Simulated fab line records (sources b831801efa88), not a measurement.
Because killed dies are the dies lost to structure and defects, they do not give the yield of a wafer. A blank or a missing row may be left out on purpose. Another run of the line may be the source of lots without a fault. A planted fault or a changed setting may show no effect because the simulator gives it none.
One fault through the eyes of 2 desks -- flow gf180mcu -- what lay behind the numbers comes last; until then each desk has only its own

== THE TOOL OWNER'S DESK: rie_diel-04 ==
The tool's own readings at GF_SAB_ETCH_11 (etches SiO2 in C4F8/O2/Ar, target depth 55 nm, time 8.5 s): means of the sampled wafers that have a number, for each lot that ran on this tool. If a lot's mean is further than 4 standard deviations from the usual mean, the lot is out of limits and carries the mark OUT (the distance appears in the brackets).
Columns: A = bias_w at GF_SAB_ETCH_11, usual 1200 W; B = oes_product_au at GF_SAB_ETCH_11, usual 0.996 a.u.
lot,first seen here,A,B
L683,day 16 01:27,1204,0.977
L687,day 17 05:59,1200,0.978
L690,day 18 07:47,1200,0.982
L691,day 18 22:24,1201,0.988
L692,day 19 04:41,1200,0.990
L696,day 20 13:56,1199,0.983
L697,day 20 22:42,1203,0.983
This desk's finding: nothing out of limits on any of the 7 lots.

== FROM THE METROLOGY DESK ==
What the gauges read, lot by lot, whatever tool the lot ran on: means of the sampled wafers that have a number. If a lot's mean is further than 4 standard deviations from the usual mean, the lot is out of limits and carries the mark OUT (the distance appears in the brackets).
Columns: A = V4_BOW at GF_V4_BOW_MEAS_05, usual 132 um
lot,first seen here,A
L681,day 23 22:11,130
L683,day 24 11:01,141
L685,day 25 04:40,119
L686,day 25 07:55,150
L687,day 25 11:47,139
L690,day 26 13:20,140
L691,day 27 02:08,132
L692,day 27 06:40,133
L693,day 27 12:19,121
L696,day 28 08:43,131
L697,day 28 16:45,128
L701,day 29 18:50,133
L703,day 30 08:30,131
L704,day 30 14:17,141
This desk's finding: nothing out of limits on any of the 14 lots.

== ALL TOGETHER ==
Nothing out of limits was seen by the tool owner's desk.
The metrology desk saw nothing out of limits.

== WHAT THE SIMULATOR HAD INSERTED ==
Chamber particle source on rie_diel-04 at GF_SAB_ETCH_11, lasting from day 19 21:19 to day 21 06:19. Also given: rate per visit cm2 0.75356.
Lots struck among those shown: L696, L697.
